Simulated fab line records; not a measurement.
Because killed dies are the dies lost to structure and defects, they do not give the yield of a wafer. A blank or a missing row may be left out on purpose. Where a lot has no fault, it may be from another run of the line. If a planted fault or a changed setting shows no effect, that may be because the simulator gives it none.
Chamber matching ; flow gf180mcu ; 4 sister chambers for GF_V2_CMP_04 on cmp-02
The step polishes SiO2. 14 wafers are shown with their chamber, then 7 later ones without.

== WAFERS PAIRED WITH THEIR CHAMBERS ==
wafer;chamber;motor-current-A (A);time-to-endpoint-s (s)
L154.1;1;11.9;73
L154.2;0;13.3;71
L154.6;2;11.9;76
L155.4;0;12.8;75
L155.5;3;11.8;77
L155.6;0;13.6;75
L156.1;3;12.7;79
L156.2;1;11.7;71
L156.5;2;12.3;81
L157.1;1;11.9;74
L157.4;0;13.0;74
L157.6;2;12.8;73
L160.2;0;12.7;68
L160.4;1;11.9;71

SIGNATURES, as means of the wafers listed above
reading;chamber 0;chamber 1;chamber 2;chamber 3;scatter within a chamber
motor-current-A;13.080;11.850;12.333;12.250;0.373
time-to-endpoint-s;72.60;72.25;76.67;78.00;2.8
Rule: a wafer's distance from a chamber is the root of the sum, over the readings, of the square of ((its reading less the chamber's mean) divided by the reading's scatter). The wafer belongs to the nearest chamber; if the next one is less than 2 further off, it can't be placed. The scatter: take each reading less its chamber's mean, square it, sum over the shown wafers, divide by the number of wafers less the number of chambers, and take the root.

== WAFERS WITH NO CHAMBER GIVEN ==
wafer;motor-current-A (A);time-to-endpoint-s (s)
L160.5;12.0;77
L172.1;12.1;72
L172.2;11.5;70
L172.4;12.1;76
L173.1;12.9;73
L173.3;12.4;67
L173.5;12.1;78

== CHAMBER TAKEN BY EACH ==
wafer;from the rows above;in truth
L160.5;can't be placed: 3 or 2 or 1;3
L172.1;can't be placed: 1 or 2 or 3 or 0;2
L172.2;1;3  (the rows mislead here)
L172.4;can't be placed: 2 or 3 or 1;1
L173.1;can't be placed: 0 or 2 or 3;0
L173.3;can't be placed: 1 or 0 or 2 or 3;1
L173.5;can't be placed: 3 or 2 or 1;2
Correct placement for 0 of the 7. Can't be placed from these rows: 6 (the true chamber is among the candidates in 6). Number placed wrongly: 1.
